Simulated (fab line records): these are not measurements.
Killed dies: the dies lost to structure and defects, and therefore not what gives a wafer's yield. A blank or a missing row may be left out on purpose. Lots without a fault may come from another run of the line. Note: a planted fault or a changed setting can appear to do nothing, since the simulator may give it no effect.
The tool behind it: which one? / flow gf180mcu / 24 lots with 72 wafers sampled at 4 steps, on a route of 602 steps

## WHAT THE GAUGES SHOWED, per wafer
GF_V2_THK_MEAS_01. Usual: for V2_CVD_00_THK the level is 601 nm and the standard deviation is 7.5.
lot=L074; measured=day 19 09:58; on=filmMetro-03; V2_CVD_00_THK (nm)=598 605 603; flag=
lot=L075; measured=day 19 18:31; on=filmMetro-03; V2_CVD_00_THK (nm)=603 591 594; flag=
lot=L076; measured=day 19 22:53; on=filmMetro-02; V2_CVD_00_THK (nm)=615 606 607; flag=
lot=L077; measured=day 20 07:29; on=filmMetro-04; V2_CVD_00_THK (nm)=605 603 600; flag=
lot=L078; measured=day 20 20:37; on=filmMetro-03; V2_CVD_00_THK (nm)=603 607 601; flag=
lot=L079; measured=day 21 01:37; on=filmMetro-03; V2_CVD_00_THK (nm)=607 611 606; flag=
lot=L080; measured=day 21 10:14; on=filmMetro-03; V2_CVD_00_THK (nm)=603 600 608; flag=
lot=L081; measured=day 22 00:34; on=filmMetro-04; V2_CVD_00_THK (nm)=594 597 597; flag=
lot=L082; measured=day 22 08:40; on=filmMetro-02; V2_CVD_00_THK (nm)=586 592 589; flag=
lot=L083; measured=day 22 13:52; on=filmMetro-04; V2_CVD_00_THK (nm)=604 598 599; flag=
lot=L084; measured=day 23 06:11; on=filmMetro-02; V2_CVD_00_THK (nm)=586 599 593; flag=
lot=L085; measured=day 23 13:07; on=filmMetro-04; V2_CVD_00_THK (nm)=605 610 602; flag=
lot=L086; measured=day 23 20:40; on=filmMetro-02; V2_CVD_00_THK (nm)=617 603 609; flag=
lot=L087; measured=day 24 02:46; on=filmMetro-02; V2_CVD_00_THK (nm)=593 606 589; flag=
lot=L088; measured=day 24 12:49; on=filmMetro-04; V2_CVD_00_THK (nm)=602 605 589; flag=
lot=L089; measured=day 24 20:19; on=filmMetro-04; V2_CVD_00_THK (nm)=612 593 586; flag=
lot=L090; measured=day 25 00:28; on=filmMetro-04; V2_CVD_00_THK (nm)=600 594 595; flag=
lot=L091; measured=day 25 09:25; on=filmMetro-04; V2_CVD_00_THK (nm)=582 600 598; flag=
lot=L092; measured=day 25 17:31; on=filmMetro-04; V2_CVD_00_THK (nm)=593 606 617; flag=
lot=L093; measured=day 25 23:17; on=filmMetro-04; V2_CVD_00_THK (nm)=593 594 608; flag=
lot=L094; measured=day 26 12:07; on=filmMetro-03; V2_CVD_00_THK (nm)=585 607 608; flag=
lot=L095; measured=day 26 17:38; on=filmMetro-03; V2_CVD_00_THK (nm)=591 607 596; flag=
lot=L096; measured=day 27 05:58; on=filmMetro-02; V2_CVD_00_THK (nm)=593 589 612; flag=
lot=L097; measured=day 27 12:56; on=filmMetro-02; V2_CVD_00_THK (nm)=608 603 606; flag=

GF_V3_THK_MEAS_01. Usual: for V3_CVD_00_THK the level is 598 nm and the standard deviation is 6.7.
lot=L074; measured=day 21 13:32; on=filmMetro-03; V3_CVD_00_THK (nm)=603 608 606; flag=
lot=L075; measured=day 21 21:07; on=filmMetro-03; V3_CVD_00_THK (nm)=596 596 596; flag=
lot=L076; measured=day 22 02:14; on=filmMetro-01; V3_CVD_00_THK (nm)=597 598 591; flag=
lot=L077; measured=day 22 10:33; on=filmMetro-02; V3_CVD_00_THK (nm)=604 596 590; flag=
lot=L078; measured=day 22 22:41; on=filmMetro-02; V3_CVD_00_THK (nm)=604 600 600; flag=
lot=L079; measured=day 23 04:11; on=filmMetro-03; V3_CVD_00_THK (nm)=601 596 601; flag=
lot=L080; measured=day 23 11:45; on=filmMetro-02; V3_CVD_00_THK (nm)=597 596 598; flag=
lot=L081; measured=day 24 01:20; on=filmMetro-02; V3_CVD_00_THK (nm)=595 589 590; flag=
lot=L082; measured=day 24 08:42; on=filmMetro-02; V3_CVD_00_THK (nm)=600 598 593; flag=
lot=L083; measured=day 24 14:22; on=filmMetro-01; V3_CVD_00_THK (nm)=590 593 607; flag=
lot=L084; measured=day 25 06:49; on=filmMetro-01; V3_CVD_00_THK (nm)=590 592 589; flag=
lot=L085; measured=day 25 12:23; on=filmMetro-03; V3_CVD_00_THK (nm)=600 608 607; flag=
lot=L086; measured=day 25 20:04; on=filmMetro-01; V3_CVD_00_THK (nm)=604 588 595; flag=
lot=L087; measured=day 26 02:14; on=filmMetro-02; V3_CVD_00_THK (nm)=600 598 605; flag=
lot=L088; measured=day 26 10:58; on=filmMetro-03; V3_CVD_00_THK (nm)=596 591 592; flag=
lot=L089; measured=day 26 17:41; on=filmMetro-01; V3_CVD_00_THK (nm)=589 593 582; flag=
lot=L090; measured=day 26 22:33; on=filmMetro-02; V3_CVD_00_THK (nm)=599 614 607; flag=
lot=L091; measured=day 27 07:15; on=filmMetro-03; V3_CVD_00_THK (nm)=599 606 602; flag=
lot=L092; measured=day 27 14:23; on=filmMetro-02; V3_CVD_00_THK (nm)=609 597 616; flag=
lot=L093; measured=day 27 19:47; on=filmMetro-01; V3_CVD_00_THK (nm)=600 602 596; flag=
lot=L094; measured=day 28 08:13; on=filmMetro-01; V3_CVD_00_THK (nm)=593 604 608; flag=
lot=L095; measured=day 28 11:53; on=filmMetro-01; V3_CVD_00_THK (nm)=585 597 596; flag=
lot=L096; measured=day 28 23:22; on=filmMetro-01; V3_CVD_00_THK (nm)=598 596 604; flag=
lot=L097; measured=day 29 06:49; on=filmMetro-01; V3_CVD_00_THK (nm)=603 602 602; flag=

GF_V3_THK_MEAS_03. Usual: for V3_CVD_02_THK the level is 854 nm and the standard deviation is 10.
lot=L074; measured=day 21 13:40; on=filmMetro-01; V3_CVD_02_THK (nm)=863 854 865; flag=
lot=L075; measured=day 21 21:15; on=filmMetro-02; V3_CVD_02_THK (nm)=843 842 865; flag=
lot=L076; measured=day 22 02:22; on=filmMetro-03; V3_CVD_02_THK (nm)=857 858 878; flag=
lot=L077; measured=day 22 10:41; on=filmMetro-01; V3_CVD_02_THK (nm)=847 863 872; flag=
lot=L078; measured=day 22 22:49; on=filmMetro-02; V3_CVD_02_THK (nm)=840 826 843; flag=
lot=L079; measured=day 23 04:19; on=filmMetro-01; V3_CVD_02_THK (nm)=855 871 871; flag=
lot=L080; measured=day 23 11:53; on=filmMetro-01; V3_CVD_02_THK (nm)=858 864 854; flag=
lot=L081; measured=day 24 01:28; on=filmMetro-01; V3_CVD_02_THK (nm)=852 852 862; flag=
lot=L082; measured=day 24 08:50; on=filmMetro-01; V3_CVD_02_THK (nm)=848 868 859; flag=
lot=L083; measured=day 24 14:29; on=filmMetro-02; V3_CVD_02_THK (nm)=840 871 862; flag=
lot=L084; measured=day 25 06:56; on=filmMetro-03; V3_CVD_02_THK (nm)=854 855 843; flag=
lot=L085; measured=day 25 12:31; on=filmMetro-01; V3_CVD_02_THK (nm)=834 858 860; flag=
lot=L086; measured=day 25 20:11; on=filmMetro-03; V3_CVD_02_THK (nm)=833 848 839; flag=
lot=L087; measured=day 26 02:22; on=filmMetro-02; V3_CVD_02_THK (nm)=848 842 868; flag=
lot=L088; measured=day 26 11:05; on=filmMetro-03; V3_CVD_02_THK (nm)=852 857 866; flag=
lot=L089; measured=day 26 17:49; on=filmMetro-03; V3_CVD_02_THK (nm)=845 849 849; flag=
lot=L090; measured=day 26 22:41; on=filmMetro-01; V3_CVD_02_THK (nm)=852 855 867; flag=
lot=L091; measured=day 27 07:23; on=filmMetro-02; V3_CVD_02_THK (nm)=841 840 854; flag=
lot=L092; measured=day 27 14:31; on=filmMetro-01; V3_CVD_02_THK (nm)=838 855 852; flag=
lot=L093; measured=day 27 19:55; on=filmMetro-02; V3_CVD_02_THK (nm)=845 864 852; flag=
lot=L094; measured=day 28 08:20; on=filmMetro-03; V3_CVD_02_THK (nm)=849 845 873; flag=
lot=L095; measured=day 28 12:01; on=filmMetro-02; V3_CVD_02_THK (nm)=847 857 864; flag=
lot=L096; measured=day 28 23:30; on=filmMetro-03; V3_CVD_02_THK (nm)=852 873 855; flag=
lot=L097; measured=day 29 06:56; on=filmMetro-03; V3_CVD_02_THK (nm)=853 862 862; flag=

## EACH LOT AND THE TOOL THAT RAN IT (in order: tool; ch and the chambers of the sampled wafers; start)
lot=L074; GF_SALICIDE_RTA_08=rtpAnneal-02 ch 0, day 15 07:04
lot=L075; GF_SALICIDE_RTA_08=rtpAnneal-02 ch 0, day 15 15:35
lot=L076; GF_SALICIDE_RTA_08=rtpAnneal-02 ch 0, day 15 20:17
lot=L077; GF_SALICIDE_RTA_08=rtpAnneal-02 ch 0, day 16 04:44
lot=L078; GF_SALICIDE_RTA_08=rtpAnneal-02 ch 0, day 16 15:51
lot=L079; GF_SALICIDE_RTA_08=rtpAnneal-02 ch 0, day 16 19:44
lot=L080; GF_SALICIDE_RTA_08=rtpAnneal-01 ch 0, day 17 04:50
lot=L081; GF_SALICIDE_RTA_08=rtpAnneal-02 ch 0, day 17 17:10
lot=L082; GF_SALICIDE_RTA_08=rtpAnneal-01 ch 0, day 18 02:25
lot=L083; GF_SALICIDE_RTA_08=rtpAnneal-02 ch 0, day 18 06:47
lot=L084; GF_SALICIDE_RTA_08=rtpAnneal-02 ch 0, day 19 00:48
lot=L085; GF_SALICIDE_RTA_08=rtpAnneal-01 ch 0, day 19 08:06
lot=L086; GF_SALICIDE_RTA_08=rtpAnneal-02 ch 0, day 19 15:23
lot=L087; GF_SALICIDE_RTA_08=rtpAnneal-01 ch 0, day 19 22:43
lot=L088; GF_SALICIDE_RTA_08=rtpAnneal-02 ch 0, day 20 10:19
lot=L089; GF_SALICIDE_RTA_08=rtpAnneal-01 ch 0, day 20 17:11
lot=L090; GF_SALICIDE_RTA_08=rtpAnneal-01 ch 0, day 20 22:10
lot=L091; GF_SALICIDE_RTA_08=rtpAnneal-01 ch 0, day 21 08:06
lot=L092; GF_SALICIDE_RTA_08=rtpAnneal-01 ch 0, day 21 16:44
lot=L093; GF_SALICIDE_RTA_08=rtpAnneal-01 ch 0, day 21 23:11
lot=L094; GF_SALICIDE_RTA_08=rtpAnneal-01 ch 0, day 22 13:16
lot=L095; GF_SALICIDE_RTA_08=rtpAnneal-01 ch 0, day 22 20:35
lot=L096; GF_SALICIDE_RTA_08=rtpAnneal-01 ch 0, day 23 09:07
lot=L097; GF_SALICIDE_RTA_08=rtpAnneal-02 ch 0, day 23 17:19
- GF_SALICIDE_RTA_08: time 30 s.

## WHAT THE TOOLS THEMSELVES READ (means of the sampled wafers that have a number; where no wafer has one, the mark that the record gives instead)
GF_SALICIDE_RTA_08. Usual: lampPowerPct 17.3 %, standard deviation 1.5; wafer_temp_C_max 804.9, standard deviation 1.9.
lot=L074; tool=rtpAnneal-02; lampPowerPct (%)=15.8; wafer_temp_C_max=803.0; flag=
lot=L075; tool=rtpAnneal-02; lampPowerPct (%)=15.8; wafer_temp_C_max=803.3; flag=
lot=L076; tool=rtpAnneal-02; lampPowerPct (%)=15.8; wafer_temp_C_max=803.4; flag=
lot=L077; tool=rtpAnneal-02; lampPowerPct (%)=15.8; wafer_temp_C_max=803.3; flag=
lot=L078; tool=rtpAnneal-02; lampPowerPct (%)=15.8; wafer_temp_C_max=803.5; flag=
lot=L079; tool=rtpAnneal-02; lampPowerPct (%)=15.8; wafer_temp_C_max=803.5; flag=
lot=L080; tool=rtpAnneal-01; lampPowerPct (%)=18.8; wafer_temp_C_max=806.5; flag=
lot=L081; tool=rtpAnneal-02; lampPowerPct (%)=15.8; wafer_temp_C_max=802.3; flag=
lot=L082; tool=rtpAnneal-01; lampPowerPct (%)=18.8; wafer_temp_C_max=805.5; flag=
lot=L083; tool=rtpAnneal-02; lampPowerPct (%)=15.8; wafer_temp_C_max=803.5; flag=
lot=L084; tool=rtpAnneal-02; lampPowerPct (%)=15.8; wafer_temp_C_max=802.9; flag=
lot=L085; tool=rtpAnneal-01; lampPowerPct (%)=18.8; wafer_temp_C_max=806.5; flag=
lot=L086; tool=rtpAnneal-02; lampPowerPct (%)=15.8; wafer_temp_C_max=803.2; flag=
lot=L087; tool=rtpAnneal-01; lampPowerPct (%)=18.8; wafer_temp_C_max=806.1; flag=
lot=L088; tool=rtpAnneal-02; lampPowerPct (%)=15.8; wafer_temp_C_max=803.2; flag=
lot=L089; tool=rtpAnneal-01; lampPowerPct (%)=18.8; wafer_temp_C_max=805.8; flag=
lot=L090; tool=rtpAnneal-01; lampPowerPct (%)=18.8; wafer_temp_C_max=806.6; flag=
lot=L091; tool=rtpAnneal-01; lampPowerPct (%)=18.9; wafer_temp_C_max=806.5; flag=
lot=L092; tool=rtpAnneal-01; lampPowerPct (%)=18.8; wafer_temp_C_max=807.2; flag=
lot=L093; tool=rtpAnneal-01; lampPowerPct (%)=18.8; wafer_temp_C_max=806.7; flag=
lot=L094; tool=rtpAnneal-01; lampPowerPct (%)=18.9; wafer_temp_C_max=806.6; flag=
lot=L095; tool=rtpAnneal-01; lampPowerPct (%)=18.8; wafer_temp_C_max=806.2; flag=
lot=L096; tool=rtpAnneal-01; lampPowerPct (%)=18.8; wafer_temp_C_max=807.1; flag=
lot=L097; tool=rtpAnneal-02; lampPowerPct (%)=15.8; wafer_temp_C_max=803.2; flag=

## THE ANSWER, worked out from the rows above alone
Rule: a lot is off if the mean of its wafers that have a number lies more than 3 standard deviations from the usual mean. Also off: a lot with no number at a reading for which 4 or more lots have one. Where the step has rows for the other lots, those lots are counted as sound. After the gauges, taken in route order, come the tools' own readings; for these a lot's mean is taken, as printed above. At the first step where some lot is off, the reading lying furthest off is the one used; lots without a number count as furthest.
No lot is off on any of the readings shown, so nothing can be concluded from this.

## WHAT THE SIMULATOR HAD PUT IN
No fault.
